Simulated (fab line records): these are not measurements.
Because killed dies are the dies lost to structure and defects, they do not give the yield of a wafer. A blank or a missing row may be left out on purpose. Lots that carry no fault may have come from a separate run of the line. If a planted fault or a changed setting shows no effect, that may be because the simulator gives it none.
Chamber matching + flow sky130 + SKY_VIA3_ETCH_15 on rieDiel-04 has 4 sister chambers
The step etches SiO2 in C4F8/O2/Ar, stops on TiN, target depth 507 nm, time 78 s. 8 wafers are shown with their chamber, then 10 later ones without.

== EACH WAFER AND ITS CHAMBER ==
| wafer  | chamber | oesProductAu (a.u.) | chamberPressureMTorr (mTorr) |
|--------|---------|---------------------|------------------------------|
| L077.5 | 3       | 0.955               | 40.04                        |
| L086.1 | 1       | 0.946               | 40.01                        |
| L086.6 | 2       | 0.939               | 39.98                        |
| L089.1 | 0       | 0.942               | 40.05                        |
| L089.3 | 3       | 0.954               | 40.01                        |
| L089.4 | 2       | 0.946               | 39.93                        |
| L090.2 | 0       | 0.941               | 40.09                        |
| L090.4 | 1       | 0.947               | 40.05                        |

== WAFERS WITH NO CHAMBER GIVEN ==
| wafer  | oesProductAu (a.u.) | chamberPressureMTorr (mTorr) |
|--------|---------------------|------------------------------|
| L090.5 | 0.946               | 40.03                        |
| L092.1 | 0.942               | 39.95                        |
| L092.2 | 0.950               | 39.99                        |
| L092.6 | 0.945               | 40.05                        |
| L093.1 | 0.948               | 40.00                        |
| L093.2 | 0.945               | 39.99                        |
| L093.3 | 0.946               | 39.98                        |
| L095.4 | 0.952               | 40.02                        |
| L095.5 | 0.952               | 40.01                        |
| L095.6 | 0.960               | 39.95                        |

== EACH ONE'S CHAMBER ==
| wafer  | from the rows above          | in truth                   |
|--------|------------------------------|----------------------------|
| L090.5 | 1                            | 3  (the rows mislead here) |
| L092.1 | 2                            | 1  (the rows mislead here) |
| L092.2 | can't be placed: 1 or 3 or 2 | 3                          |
| L092.6 | can't be placed: 1 or 0      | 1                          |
| L093.1 | can't be placed: 1 or 2 or 3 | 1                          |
| L093.2 | can't be placed: 1 or 2 or 0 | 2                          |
| L093.3 | can't be placed: 2 or 1 or 0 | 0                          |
| L095.4 | can't be placed: 3 or 1      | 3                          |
| L095.5 | can't be placed: 3 or 1      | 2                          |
| L095.6 | 3                            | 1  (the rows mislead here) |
Correctly placed: 0 of 10. Unplaceable from these rows: 7, with the true chamber sitting among the candidates in 6. 3 placed wrongly.
How it was worked out, from the rows above alone: a wafer's distance from a chamber is the root of the sum, over the readings, of the square of ((its reading less the chamber's mean) divided by the reading's scatter). If the next closest chamber is less than 2 further off than the closest, the wafer can't be placed; otherwise it belongs to the closest. The mean given for a chamber averages the wafers shown for that chamber. The scatter: the root of (the sum of the squares of (reading less its chamber's mean) over the shown wafers, divided by (wafers less chambers)).
